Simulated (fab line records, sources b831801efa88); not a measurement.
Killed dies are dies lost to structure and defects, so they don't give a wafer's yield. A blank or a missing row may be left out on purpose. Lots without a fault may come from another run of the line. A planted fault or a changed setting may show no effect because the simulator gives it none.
fab line records | flow sky130
record lots=6 wafers=18 last_day=50
route steps=708 shown SONOS_ONO@176 GATE_OXIDE@187 POLY_GATE@204 PAD_OPEN@708
lots that met no fault: from a run of the same line without faults
start_h: hours from the record's first day to the start of the lot's first wafer shown | wait_h: hours since the lot's step before | " the same as in the row above | L1.1+2: a row that stands for several wafers | - no value, or no start given | * or withheld: withheld | < > ~ a bound
route shown NAME@n: a module of which the file shows steps, and the number in the route of the first | usual: mean/standard deviation of fault-free wafers | same: alike in all rows | chamber/n: place in a boat | sites: the reading at each site | _std_site: their standard deviation | _edge_site: outer sites' mean less inner sites' | radius_mm: how far each site lies from the wafer's centre | mask NAME#n: copy n | behind: the tool/chamber that last shaped the wafer | hold: why the lot was held/for how many hours/how that ended | device: the transistor (n, p or np) that didn't switch | end of line: the same wafers' tests at the end of the route | a step without rows: its recipe alone | killed: dies lost to structure and defects at the first sort, not the wafer's yield | map: a wafer's dies, x killed, . not, _ none there
set.NAME: the setting as run; set.NAME@STEP: as run at that earlier step | model.NAME: the simulator's own value behind a step, which no gauge read
lots at some steps of the route; a table a step, a row a wafer
services: from which hour (start_h, from the record's first day; less than 0 if before it) a tool's chamber was out of use, for how many hours, and why
## steps
# step SKY_SONOS_ONO_COAT_08
# recipe resist=NOVOLAK spin_rpm=3000 resist_thk_nm=1140
# step SKY_SONOS_ONO_SOFTBAKE_09
# recipe temp_c=90 time_s=60 resist=NOVOLAK
# step SKY_SONOS_ONO_EXPOSE_10
# recipe mask_id=ONOM target_cd_nm=410 na=0.6 source_shape=conventional sigma_outer=0.6 dose_mj=150
# step SKY_SONOS_ONO_PEB_11
# recipe temp_c=withheld time_s=* resist=NOVOLAK
# step SKY_SONOS_ONO_DEVELOP_12
# recipe develop_time_s=60 dev_temp_c=23
# step SKY_SONOS_ONO_CD_MEAS_13
# recipe target_cd_nm=410
# usual cd_nm=410.0/2.3
# columns lot.wafer tool chamber start_h wait_h cd_nm
L598.4 cd_sem-02 - 311.90 0.1 407.6
L598.5 " - " " 408.2
L598.6 " - " " 410.6
L601.1 cd_sem-01 - 333.44 0.1 406.0
L601.2 " - " " 406.8
L601.6 " - " " 406.8
L603.4 cd_sem-01 - 349.34 0.1 410.8
L603.5 " - " " 410.0
L603.6 " - " " 410.7
L602.2 cd_sem-02 - 349.36 0.1 405.7
L602.4 " - " " 404.9
L602.5 " - " " 405.1
L614.1 cd_sem-02 - 447.09 0.1 406.6
L614.2 " - " " 411.2
L614.3 " - " " 408.3
L616.1 cd_sem-01 - 460.26 0.1 409.2
L616.3 " - " " 410.3
L616.6 " - " " 413.3
# step SKY_SONOS_ONO_OVL_MEAS_14
# usual SONOS_ONO_OVL=-0.6/1.2
# columns lot.wafer tool chamber start_h wait_h SONOS_ONO_OVL[nm]
L598.4 overlay-01 - 311.98 0.1 -0.1
L598.5 " - " " 0.3
L598.6 " - " " 0.4
L601.1 overlay-02 - 333.56 0.1 0.2
L601.2 " - " " -1.6
L601.6 " - " " -0.7
L603.4 overlay-01 - 349.42 0.1 -0.7
L603.5 " - " " -1.1
L603.6 " - " " -1.6
L602.2 overlay-02 - 349.47 0.1 0.5
L602.4 " - " " 0.0
L602.5 " - " " -0.2
L614.1 overlay-02 - 447.21 0.1 0.0
L614.2 " - " " 1.2
L614.3 " - " " -0.7
L616.1 overlay-02 - 460.38 0.1 -0.4
L616.3 " - " " -1.6
L616.6 " - " " -0.7
# step SKY_SONOS_ONO_ETCH_15
# recipe target_depth_nm=19.52 chemistry=CHF3/O2 source_w=600 bias_w=200 pressure_mtorr=40 chf3_flow_sccm=50 O2_flow_sccm=5 time_s=7.8
# usual O2_flow_sccm=5.000/0.015 drypump_motor_current_A=5.6/0.47 oes_product_au=0.997/0.0075 throttle_valve_pct=8.824/0.0092
# columns lot.wafer tool chamber start_h wait_h O2_flow_sccm drypump_motor_current_A oes_product_au rf_hours_counter_h throttle_valve_pct
L598.4 rie_diel-02 0 312.00 0.0 4.987 5.2 1.007 28 8.821
L598.5 " 1 " " 5.003 5.2 0.990 - 8.827
L598.6 " 2 " " 5.014 6.0 0.997 - 8.812
L601.1 rie_diel-03 2 333.60 0.0 5.006 5.7 0.998 2 8.817
L601.2 " 0 " " 4.984 6.3 1.020 40 8.821
L601.6 " 3 " " 5.012 5.9 1.000 - 8.818
L603.4 rie_diel-01 0 349.45 0.0 4.979 5.8 1.002 - 8.810
L603.5 " 3 " " 4.996 4.8 0.990 - 8.817
L603.6 " 1 " " 4.983 4.9 0.999 - 8.831
L602.2 rie_diel-03 1 349.50 0.0 5.017 6.0 0.996 1 8.833
L602.4 " 3 " " 4.988 5.9 0.999 12 8.826
L602.5 " 3 " " 5.013 6.0 0.993 - 8.834
L614.1 rie_diel-01 1 447.25 0.0 5.001 4.9 0.991 77 8.823
L614.2 " 3 " " 4.995 4.8 0.991 48 8.827
L614.3 " 0 " " 5.001 5.8 0.999 70 8.826
L616.1 rie_diel-02 2 460.42 0.0 4.972 6.0 1.004 8 8.832
L616.3 " 0 " " 4.981 5.2 0.991 31 8.827
L616.6 " 1 " " 5.009 5.2 0.979 - 8.809
# step SKY_SONOS_ONO_WET_ETCH_16
# recipe chemistry=dHF target_depth_nm=14 dry=n2_spin target=SiO2 dilution=100:1 temp_c=25 time_s=280
# step SKY_SONOS_ONO_STRIP_17
# recipe chemistry=O2/N2 power_w=1400 pressure_mtorr=1500 platen_temp_c=withheld o2_flow_sccm=3000 n2_flow_sccm=300 overash_fraction=0.5
# usual drypump_motor_current_A=5.7/0.43 oes_product_au=0.710/0.0045 strip_time_to_endpoint_s=14.08/0.045
# columns lot.wafer tool chamber start_h wait_h drypump_motor_current_A oes_product_au rf_hours_counter_h strip_time_to_endpoint_s
L598.4 plasma_asher-02 1 312.14 0.0 6.1 0.711 - 14.06
L598.5 " 0 " " 5.2 0.711 - 14.10
L598.6 " 1 " " 6.2 0.708 - 14.07
L601.1 plasma_asher-04 0 333.71 0.0 5.6 0.712 53 14.05
L601.2 " 1 " " 6.3 0.709 53 13.99
L601.6 " 0 " " 5.6 0.716 - 14.06
L603.4 plasma_asher-04 1 349.58 0.0 6.3 0.714 - 14.08
L603.5 " 0 " " 5.6 0.707 - 14.12
L603.6 " 1 " " 6.3 0.710 - 14.05
L602.2 plasma_asher-02 1 349.61 0.0 6.2 0.713 22 14.04
L602.4 " 1 " " 6.1 0.712 - 14.03
L602.5 " 1 " " 6.1 0.712 - 14.03
L614.1 plasma_asher-02 1 447.35 0.0 6.2 0.707 32 14.18
L614.2 " 0 " " 5.3 0.707 32 14.14
L614.3 " 1 " " 6.2 0.706 - 14.15
L616.1 plasma_asher-03 0 460.52 0.0 5.7 0.711 76 14.05
L616.3 " 0 " " 5.7 0.710 - 14.05
L616.6 " 1 " " 5.2 0.705 - 14.06
# step SKY_SONOS_ONO_WET_ETCH_18
# recipe chemistry=H3PO4 target_depth_nm=15 target=Si3N4 temp_c=160 time_s=172
# step SKY_GATE_OXIDE_CLEAN_00
# recipe chemistry=SC1/SC2 mix=1:4:20 temp_c=70 time_s=150 dry=n2_spin
# step SKY_GATE_OXIDE_OXIDATION_01
# recipe temp_c=900 ambient=O2 stabilise_s=600 purge_s=300 target_thk_a=102.68 ox_time_s=1473
# usual ox_time_s=1473/0 zone_power_bottom_pct=27.4/1.2
# columns lot.wafer tool chamber start_h wait_h ox_time_s zone_power_bottom_pct model.SiO2_of_GATE_OXIDE_OXIDATION_01.thk_nm
L598.4 furnace-02 0 312.33 0.0 1473 25.3 10.38
L598.5 " 0 " " 1473 25.7 10.3
L598.6 " 0 " " 1473 25.7 10.41
L601.1 furnace-01 0 334.54 0.6 1473 27.8 10.26
L601.2 " 0 " " 1473 28.2 10.12
L601.6 " 0 " " 1473 28.2 10.12
L602.2 furnace-02 0 351.23 1.4 1973.8 25.3 12.63
L602.4 " 0 " " 1973.8 25.3 12.69
L602.5 " 0 " " 1973.8 25.5 12.71
L603.4 furnace-02 0 351.23 1.5 1973.8 25.7 12.58
L603.5 " 0 " " 1973.8 25.5 12.72
L603.6 " 0 " " 1973.8 25.5 12.7
L614.1 furnace-01 0 447.88 0.3 1473 28.4 10.14
L614.2 " 0 " " 1473 28.6 10.08
L614.3 " 0 " " 1473 27.8 10.47
L616.1 furnace-01 0 460.73 0.0 1473 28.1 10.36
L616.3 " 0 " " 1473 28.2 10.28
L616.6 " 0 " " 1473 28.2 10.31
# step SKY_GATE_OXIDE_THK_MEAS_02
# recipe reads=SiO2_of_GATE_OXIDE_OXIDATION_01
# usual GATE_OXIDE_OXIDATION_00_THK=10.32/0.18
# columns lot.wafer tool chamber start_h wait_h hold GATE_OXIDE_OXIDATION_00_THK[nm]
L598.4 film_metro-03 - 313.77 0.0 - 10.46
L598.5 " - " " - 10.27
L598.6 " - " " - 10.43
L601.1 film_metro-04 - 335.95 0.0 - 10.29
L601.2 " - " " - 10.16
L601.6 " - " " - 10.07
L602.2 film_metro-02 - 352.65 0.0 await_dispo/0.2h/release 12.64
L602.4 " - " " await_dispo/0.2h/release 12.67
L602.5 " - " " await_dispo/0.2h/release 12.73
L602.2 film_metro-02 - 352.88 0.2 - 12.62
L602.4 " - " " - 12.70
L602.5 " - " " - 12.67
L603.4 film_metro-04 - 352.67 0.0 await_dispo/0.2h/release 12.57
L603.5 " - " " await_dispo/0.2h/release 12.68
L603.6 " - " " await_dispo/0.2h/release 12.73
L603.4 film_metro-04 - 352.90 0.2 - 12.59
L603.5 " - " " - 12.70
L603.6 " - " " - 12.72
L614.1 film_metro-03 - 449.29 0.0 - 10.17
L614.2 " - " " - 10.03
L614.3 " - " " - 10.49
L616.1 film_metro-02 - 462.14 0.0 - 10.29
L616.3 " - " " - 10.29
L616.6 " - " " - 10.28
# step SKY_GATE_OXIDE_HMDS_04
# recipe prime_time_s=60 prime_temp_c=120
# step SKY_GATE_OXIDE_COAT_05
# recipe resist=NOVOLAK spin_rpm=3000 resist_thk_nm=1162
# step SKY_GATE_OXIDE_SOFTBAKE_06
# recipe temp_c=90 time_s=60 resist=NOVOLAK
# step SKY_GATE_OXIDE_EXPOSE_07
# recipe mask_id=LVOM na=0.6 source_shape=conventional sigma_outer=0.6 polarization=unpolarized target_cd_nm=600 dose_mj=170
# step SKY_GATE_OXIDE_PEB_08
# recipe temp_c=withheld time_s=* resist=NOVOLAK
# step SKY_GATE_OXIDE_DEVELOP_09
# recipe resist=NOVOLAK developer=TMAH develop_time_s=60 dev_temp_c=23
# step SKY_GATE_OXIDE_OVL_MEAS_10
# usual GATE_OXIDE_OVL=0.6/1.5
# columns lot.wafer tool chamber start_h wait_h GATE_OXIDE_OVL[nm]
L598.4 overlay-01 - 340.41 0.1 0.7
L598.5 " - " " 1.8
L598.6 " - " " 0.0
L601.1 overlay-02 - 362.84 0.1 -3.2
L601.2 " - " " -1.7
L601.6 " - " " -2.7
L603.4 overlay-01 - 380.16 0.1 -0.5
L603.5 " - " " 0.6
L603.6 " - " " -1.4
L602.2 overlay-02 - 380.50 0.1 1.0
L602.4 " - " " 1.3
L602.5 " - " " 1.0
L614.1 overlay-01 - 480.83 0.1 1.3
L614.2 " - " " 1.1
L614.3 " - " " 1.0
L616.1 overlay-02 - 493.28 0.1 0.3
L616.3 " - " " -0.8
L616.6 " - " " 0.6
# step SKY_GATE_OXIDE_IMPLANT_11
# recipe species=B energy_kev=10 dose_cm2=2.6e+12 tilt_deg=withheld
# step SKY_GATE_OXIDE_WET_ETCH_12
# recipe chemistry=dHF target_depth_nm=16.8 dry=n2_spin target=SiO2 dilution=100:1 temp_c=25 time_s=336
# step SKY_GATE_OXIDE_STRIP_13
# recipe chemistry=O2/N2 power_w=1400 pressure_mtorr=1500 platen_temp_c=withheld o2_flow_sccm=3000 n2_flow_sccm=300 overash_fraction=0.5
# usual drypump_motor_current_A=5.7/0.4 oes_product_au=0.716/0.0044 strip_time_to_endpoint_s=14.41/0.04
# columns lot.wafer tool chamber start_h wait_h drypump_motor_current_A oes_product_au rf_hours_counter_h strip_time_to_endpoint_s
L598.4 plasma_asher-01 1 340.71 0.0 5.5 0.710 - 14.33
L598.5 " 1 " " 5.5 0.714 - 14.44
L598.6 " 0 " " 5.3 0.715 - 14.36
L601.1 plasma_asher-04 0 363.13 0.0 5.6 0.709 56 14.40
L601.2 " 1 " " 6.3 0.720 56 14.35
L601.6 " 0 " " 5.6 0.712 - 14.43
L603.4 plasma_asher-04 0 380.47 0.0 5.6 0.717 - 14.33
L603.5 " 1 " " 6.3 0.716 - 14.31
L603.6 " 0 " " 5.6 0.720 - 14.31
L602.2 plasma_asher-02 0 380.78 0.0 5.2 0.717 25 14.40
L602.4 " 0 " " 5.2 0.716 - 14.39
L602.5 " 0 " " 5.3 0.715 - 14.37
L614.1 plasma_asher-04 0 481.12 0.0 5.6 0.719 67 14.47
L614.2 " 1 " " 6.3 0.719 67 14.43
L614.3 " 1 " " 6.3 0.710 - 14.44
L616.1 plasma_asher-01 0 493.57 0.0 5.3 0.714 6 14.39
L616.3 " 0 " " 5.3 0.707 - 14.42
L616.6 " 1 " " 5.5 0.721 - 14.40
# step SKY_GATE_OXIDE_TW_MEAS_14
# usual GATE_OXIDE_TW=224.3/1.1
# columns lot.wafer tool chamber start_h wait_h hold GATE_OXIDE_TW
L598.4 film_metro-03 - 340.81 0.1 - 224.6
L598.5 " - " " - 223.2
L598.6 " - " " - 223.2
L601.1 film_metro-04 - 363.23 0.1 - 224.6
L601.2 " - " " - 224.5
L601.6 " - " " - 223.8
L603.4 film_metro-02 - 380.56 0.1 await_dispo/0.2h/release 225.4
L603.5 " - " " await_dispo/0.2h/release 225.9
L603.6 " - " " await_dispo/0.2h/release 224.5
L603.4 film_metro-02 - 380.79 0.2 - 225.4
L603.5 " - " " - 226.2
L603.6 " - " " - 225.6
L602.2 film_metro-03 - 380.89 0.1 await_dispo/0.2h/release 226.4
L602.4 " - " " await_dispo/0.2h/release 226.4
L602.5 " - " " await_dispo/0.2h/release 226.5
L602.2 film_metro-03 - 381.11 0.2 - 226.4
L602.4 " - " " - 225.6
L602.5 " - " " - 227.1
L614.1 film_metro-04 - 481.22 0.1 - 224.4
L614.2 " - " " - 223.5
L614.3 " - " " - 223.0
L616.1 film_metro-02 - 493.67 0.1 - 226.0
L616.3 " - " " - 226.2
L616.6 " - " " - 224.1
# step SKY_GATE_OXIDE_OXIDATION_16
# recipe temp_c=800 ambient=O2 idle_temp_c=700 ramp_up_c_per_min=10 ramp_down_c_per_min=3 stabilise_s=600 purge_s=300 target_thk_a=35.7 ox_time_s=1915
# usual ox_time_s=1915/0 zone_power_bottom_pct=21.0/0.99
# columns lot.wafer tool chamber start_h wait_h ox_time_s zone_power_bottom_pct model.SiO2_of_GATE_OXIDE_OXIDATION_01.thk_nm
L598.4 furnace-01 0 341.55 0.7 1915 21.9 11.82
L598.5 " 0 " " 1915 22.0 11.72
L598.6 " 0 " " 1915 21.8 11.81
L601.1 furnace-01 0 363.45 0.1 1915 21.7 11.58
L601.2 " 0 " " 1915 22.2 11.45
L601.6 " 0 " " 1915 22.1 11.47
L602.2 furnace-01 0 384.37 0.6 1915 22.1 13.76
L602.4 " 0 " " 1915 21.9 13.83
L602.5 " 0 " " 1915 22.3 13.83
L603.4 furnace-01 0 388.68 0.6 1915 22.3 13.76
L603.5 " 0 " " 1915 21.8 13.88
L603.6 " 0 " " 1915 22.4 13.89
L614.1 furnace-02 0 481.33 0.0 1915 20.1 11.58
L614.2 " 0 " " 1915 20.0 11.48
L614.3 " 0 " " 1915 20.2 11.83
L616.1 furnace-02 0 494.77 1.0 1915 20.4 11.69
L616.3 " 0 " " 1915 20.1 11.68
L616.6 " 0 " " 1915 19.8 11.67
# step SKY_POLY_GATE_CVD_00
# recipe material=poly-Si target_thk_nm=180 temp_c=620 time_s=720 pressure_mtorr=200
# step SKY_PAD_OPEN_PROBE_99
# usual killed_at_M0_to_M3=44/6.3 killed_at_M4_up=3.1/2 killed_at_contacts=24/4.8 killed_at_front_end=15/4.6 killed_at_other=0.2/0.51 killed_dies=87/8.4 killed_open=48/6.4 killed_short=39/5.9
# same gross_dies=492 killed_at_back_side=0
# columns lot.wafer tool chamber start_h wait_h killed_at_M0_to_M3 killed_at_M4_up killed_at_contacts killed_at_front_end killed_at_other killed_dies killed_open killed_short model.etest.nfet_16v.r_on_ohm_um model.etest.pfet_16v.r_on_ohm_um model.etest.tip_sonos.rs_ohm_sq model.etest.pfet_g5v0d10v5.r_on_ohm_um model.etest.nfet_g5v0d10v5.r_on_ohm_um model.etest.nfet_g5v0d10v5.drive_ua_um model.etest.pfet_01v8.r_on_ohm_um model.etest.nfet_05v0_nvt.drive_ua_um
L598.4 prober-02 - 1100.10 0.2 44 3 29 15 0 91 44 47 1.429e+04 1.482e+04 2642 4770 1926 596.4 3023 566.7
L598.5 prober-02 - 1100.15 0.2 37 5 32 22 0 96 55 41 1.426e+04 1.515e+04 2649 4805 1912 598 3090 574.1
L598.6 prober-02 - 1100.20 0.2 33 4 26 18 0 81 41 40 1.451e+04 1.516e+04 2669 4825 1928 594.3 3019 570.1
L601.1 prober-01 - 1112.98 0.1 43 4 28 22 0 97 57 40 1.414e+04 1.51e+04 2618 4739 1858 612 2892 582.2
L601.2 prober-01 - 1113.03 0.1 45 4 28 14 0 91 46 45 1.401e+04 1.494e+04 2590 4763 1855 608.6 2886 587.1
L601.6 prober-01 - 1113.23 0.2 46 4 17 17 0 84 47 37 1.401e+04 1.506e+04 2575 4676 1855 613.9 2878 584.9
L602.2 prober-02 - 1128.41 0.1 42 2 27 21 1 93 45 48 1.532e+04 1.552e+04 3271 5184 2075 511.9 2870 491.7
L602.4 prober-02 - 1128.51 0.2 51 3 22 14 0 90 50 40 1.523e+04 1.572e+04 3256 5179 2088 504.7 2871 490.8
L602.5 prober-02 - 1128.56 0.2 51 2 24 12 1 90 45 45 1.523e+04 1.595e+04 3301 5252 2123 503.4 2906 492.2
L603.4 prober-01 - 1128.65 0.2 33 6 27 10 0 76 46 30 1.542e+04 1.66e+04 3344 5362 2125 510.8 3090 490
L603.5 prober-01 - 1128.70 0.2 35 4 31 14 0 84 48 36 1.541e+04 1.649e+04 3409 5209 2118 500.7 2975 481.5
L603.6 prober-01 - 1128.75 0.2 49 1 27 13 0 90 51 39 1.537e+04 1.653e+04 3418 5216 2120 502.9 2982 482.5
L614.1 prober-02 - 1187.95 0.1 42 0 30 11 0 83 40 43 1.385e+04 1.509e+04 2679 4666 1879 607.1 2861 577
L614.2 prober-02 - 1188.00 0.1 43 3 24 17 0 87 53 34 1.383e+04 1.525e+04 2667 4662 1850 622.6 2812 583
L614.3 prober-02 - 1188.05 0.2 48 3 24 11 0 86 47 39 1.39e+04 1.492e+04 2730 4759 1876 596.5 2828 570.2
L616.1 prober-01 - 1197.80 0.1 43 2 18 10 0 73 41 32 1.401e+04 1.507e+04 2644 4719 1884 600.1 2919 575.3
L616.3 prober-01 - 1197.90 0.2 38 5 14 8 0 65 31 34 1.404e+04 1.501e+04 2616 4780 1879 602.4 2989 574.2
L616.6 prober-01 - 1198.05 0.2 42 1 31 13 0 87 56 31 1.409e+04 1.495e+04 2643 4710 1893 604.3 2907 578.8
# killed by level:class
L598.4 CONTACT:geometric_particle:open=8 VIA1:geometric_particle:open=8 CONTACT:geometric_particle:short=7 POLY_GATE:geometric_particle:short=6 METAL2:geometric_particle:short=6 VIA2:geometric_particle:open=5 LOCAL_INTERCONNECT:geometric_particle:short=5 VIA3:geometric_particle:open=4
L598.5 LI_CONTACT:geometric_particle:open=11 CONTACT:geometric_particle:open=11 VIA1:geometric_particle:open=8 METAL2:geometric_particle:short=7 FIELD_ISO:geometric_particle:open=5 FIELD_ISO:geometric_particle:short=5 LOCAL_INTERCONNECT:geometric_particle:short=5 VIA2:geometric_particle:open=5
L598.6 METAL2:geometric_particle:short=8 LI_CONTACT:geometric_particle:open=8 CONTACT:geometric_particle:open=8 POLY_GATE:geometric_particle:open=6 VIA1:geometric_particle:open=6 POLY_GATE:geometric_particle:short=5 LOCAL_INTERCONNECT:geometric_particle:short=5 VIA2:geometric_particle:open=5
L601.1 LI_CONTACT:geometric_particle:open=11 VIA1:geometric_particle:open=11 POLY_GATE:geometric_particle:open=10 CONTACT:geometric_particle:open=10 METAL1:geometric_particle:short=6 FIELD_ISO:geometric_particle:open=5 METAL2:geometric_particle:short=5 VIA2:geometric_particle:short=5
L601.2 CONTACT:geometric_particle:short=9 CONTACT:geometric_particle:open=9 VIA1:geometric_particle:open=8 VIA2:geometric_particle:open=8 METAL1:geometric_particle:short=7 VIA3:geometric_particle:open=7 LI_CONTACT:geometric_particle:short=5 METAL2:geometric_particle:short=5
L601.6 VIA1:geometric_particle:open=13 CONTACT:geometric_particle:open=9 METAL2:geometric_particle:short=7 VIA2:geometric_particle:open=7 FIELD_ISO:geometric_particle:open=6 VIA1:geometric_particle:short=5 POLY_GATE:geometric_particle:short=4 VIA3:geometric_particle:open=4
L602.2 LI_CONTACT:geometric_particle:open=9 VIA1:geometric_particle:short=9 VIA1:geometric_particle:open=9 CONTACT:geometric_particle:open=6 METAL2:geometric_particle:short=5 VIA2:geometric_particle:open=5 FIELD_ISO:geometric_particle:open=4 POLY_GATE:geometric_particle:short=4
L602.4 VIA1:geometric_particle:open=16 CONTACT:geometric_particle:open=9 LI_CONTACT:geometric_particle:open=8 METAL1:geometric_particle:short=7 METAL2:geometric_particle:short=7 FIELD_ISO:geometric_particle:short=5 VIA3:geometric_particle:open=5 POLY_GATE:geometric_particle:short=4
L602.5 VIA1:geometric_particle:open=12 CONTACT:geometric_particle:open=9 VIA1:geometric_particle:short=7 VIA3:geometric_particle:open=7 CONTACT:geometric_particle:short=6 FIELD_ISO:geometric_particle:short=5 VIA2:geometric_particle:open=5 LOCAL_INTERCONNECT:geometric_particle:short=4
L603.4 VIA1:geometric_particle:open=15 LI_CONTACT:geometric_particle:open=10 CONTACT:geometric_particle:open=8 METAL4:geometric_particle:short=5 LI_CONTACT:geometric_particle:short=4 FIELD_ISO:geometric_particle:open=3 VIA2:geometric_particle:short=3 METAL3:geometric_particle:short=3
L603.5 LI_CONTACT:geometric_particle:open=11 VIA3:geometric_particle:open=9 CONTACT:geometric_particle:open=9 VIA1:geometric_particle:open=7 LOCAL_INTERCONNECT:geometric_particle:short=6 FIELD_ISO:geometric_particle:short=5 VIA1:geometric_particle:short=5 METAL1:geometric_particle:short=4
L603.6 VIA1:geometric_particle:open=12 CONTACT:geometric_particle:open=11 LI_CONTACT:geometric_particle:open=9 VIA3:geometric_particle:open=8 POLY_GATE:geometric_particle:short=6 VIA1:geometric_particle:short=5 METAL2:geometric_particle:short=5 VIA2:geometric_particle:open=5
L614.1 CONTACT:geometric_particle:open=11 VIA3:geometric_particle:open=7 METAL1:geometric_particle:short=7 LI_CONTACT:geometric_particle:open=6 CONTACT:geometric_particle:short=6 METAL2:geometric_particle:short=6 VIA2:geometric_particle:open=4 VIA1:geometric_particle:open=4
L614.2 VIA2:geometric_particle:open=9 CONTACT:geometric_particle:open=8 VIA1:geometric_particle:open=8 FIELD_ISO:geometric_particle:open=6 VIA3:geometric_particle:open=6 LI_CONTACT:geometric_particle:open=5 LOCAL_INTERCONNECT:geometric_particle:short=5 METAL2:geometric_particle:short=5
L614.3 CONTACT:geometric_particle:open=12 VIA1:geometric_particle:open=12 METAL1:geometric_particle:short=8 FIELD_ISO:geometric_particle:short=6 VIA3:geometric_particle:open=5 VIA1:geometric_particle:short=5 CONTACT:geometric_particle:short=4 VIA2:geometric_particle:open=4
L616.1 CONTACT:geometric_particle:open=9 VIA1:geometric_particle:open=8 VIA3:geometric_particle:open=8 METAL1:geometric_particle:short=7 VIA2:geometric_particle:open=5 METAL2:geometric_particle:short=5 LI_CONTACT:geometric_particle:open=4 VIA1:geometric_particle:short=4
L616.3 METAL1:geometric_particle:short=11 LI_CONTACT:geometric_particle:open=6 VIA1:geometric_particle:open=5 VIA2:geometric_particle:open=5 VIA3:geometric_particle:open=5 FIELD_ISO:geometric_particle:short=3 FIELD_ISO:geometric_particle:open=3 LI_CONTACT:geometric_particle:short=3
L616.6 LI_CONTACT:geometric_particle:open=16 VIA1:geometric_particle:open=11 VIA2:geometric_particle:open=7 LOCAL_INTERCONNECT:geometric_particle:short=5 CONTACT:geometric_particle:open=5 FIELD_ISO:geometric_particle:open=4 CONTACT:geometric_particle:short=4 METAL1:geometric_particle:short=4
## services
# columns tool chamber start_h hours kind
rie_diel-03 2 293.90 5.2 repair
plasma_asher-02 - 303.91 1.5 repair
furnace-02 - 305.39 2.7 pm
rie_diel-01 2 337.33 - clean
rie_diel-01 2 337.33 17.4 scheduled_down
rie_diel-01 2 337.33 17.4 vent_cycle
furnace-02 - 344.38 3.3 pm
furnace-02 - 347.64 1.0 pm
rie_diel-01 2 358.42 2.8 repair
rie_diel-03 2 377.92 6.8 repair
furnace-01 - 406.67 4.0 pm
plasma_asher-01 - 421.25 9.0 pm
plasma_asher-01 0 421.25 9.0 vent_cycle
plasma_asher-01 1 421.25 9.0 vent_cycle
rie_diel-01 0 429.61 8.4 repair
plasma_asher-01 0 430.25 - clean
rie_diel-01 2 434.71 4.1 repair
rie_diel-01 0 458.13 10.1 repair
rie_diel-01 3 459.64 2.6 repair
furnace-01 - 466.60 3.8 pm
rie_diel-01 1 472.58 9.8 repair
furnace-02 - 472.98 2.8 pm
plasma_asher-03 - 475.07 0.9 repair
rie_diel-02 2 478.41 1.6 repair
## key
first_sign step=SKY_GATE_OXIDE_OXIDATION_01 reading=ox_time_s direction=up sigmas=99+ usual=* struck=*
effect step=SKY_GATE_OXIDE_THK_MEAS_02 reading=visit direction=added
effect step=SKY_GATE_OXIDE_THK_MEAS_02 reading=GATE_OXIDE_OXIDATION_00_THK direction=up sigmas=13 usual=10.32 struck=12.67
effect step=SKY_GATE_OXIDE_TW_MEAS_14 reading=visit direction=added
model_effect step=SKY_GATE_OXIDE_OXIDATION_01 value=SiO2_of_GATE_OXIDE_OXIDATION_01.thk_nm without=10.36 struck=12.67
model_effect step=SKY_GATE_OXIDE_OXIDATION_16 value=SiO2_of_GATE_OXIDE_OXIDATION_01.thk_nm without=11.68 struck=13.83
model_effect step=SKY_PAD_OPEN_PROBE_99 value=etest.nfet_16v.r_on_ohm_um without=1.412e+04 struck=1.533e+04
met_at SKY_GATE_OXIDE_OXIDATION_01
struck_wafers L602.2,L602.4,L602.5,L603.4,L603.5,L603.6
tester_left_out L602,L603
onset_between 312.33 351.23
fault kind=process_parameter_drift tool=furnace-02 chamber=- onset_h=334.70 steps=SKY_GATE_OXIDE_OXIDATION_01 channel=ox_time_s offset=* shape=step end_h=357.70 acts_in=* stated=*
# tester_left_out: of these lots the tester's yield and bins aren't shown, on N5 and GAA mostly nor the transistor test; their killed dies are dies lost to structure and defects alone, not to doping, threshold or leakage, so they don't give the yield
